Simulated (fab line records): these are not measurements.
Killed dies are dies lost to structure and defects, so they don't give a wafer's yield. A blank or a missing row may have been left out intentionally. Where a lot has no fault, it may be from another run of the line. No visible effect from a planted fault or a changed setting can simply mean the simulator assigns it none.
Matching of chambers    flow gf180mcu    3 sister chambers for GF_PASSIVATION_CVD_00 on pecvd-02
The step deposits SiO2 from TEOS, target thk 1000 nm, time 111.95 s. 6 wafers are shown with their chamber, then 12 later ones without.

WAFERS PAIRED WITH THEIR CHAMBERS
wafer   chamber  heater power w (W)
L084.1  0        580
L084.2  1        782
L084.3  2        751
L084.4  1        837
L084.5  0        632
L084.6  2        601

WAFERS WITH NO CHAMBER GIVEN
wafer   heater power w (W)
L085.1  699
L085.4  745
L085.5  722
L087.1  701
L087.3  785
L087.5  860
L091.1  885
L091.4  685
L091.5  739
L096.4  584
L096.5  554
L096.6  869

WHICH CHAMBER EACH WENT THROUGH
wafer   from the rows above           in truth
L085.1  can't be placed: 2 or 0 or 1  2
L085.4  can't be placed: 1 or 2 or 0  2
L085.5  can't be placed: 2 or 1 or 0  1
L087.1  can't be placed: 2 or 0 or 1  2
L087.3  can't be placed: 1 or 2       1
L087.5  can't be placed: 1 or 2       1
L091.1  can't be placed: 1 or 2       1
L091.4  can't be placed: 2 or 0 or 1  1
L091.5  can't be placed: 2 or 1 or 0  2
L096.4  can't be placed: 0 or 2       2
L096.5  can't be placed: 0 or 2       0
L096.6  can't be placed: 1 or 2       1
Correct placement for 0 of the 12. Cannot be placed on the basis of these rows: 12; the candidates contain the true chamber in 12. Placed wrongly: 0.
How it was worked out, from the rows above alone: a wafer's distance from a chamber is the root of the sum, over the readings, of the square of ((its reading less the chamber's mean) divided by the reading's scatter). The wafer belongs to the nearest chamber; if the next one is less than 2 further off, it can't be placed. For every chamber, the mean is computed from those of its wafers that are shown. The scatter: take each reading less its chamber's mean, square it, sum over the shown wafers, divide by the number of wafers less the number of chambers, and take the root.
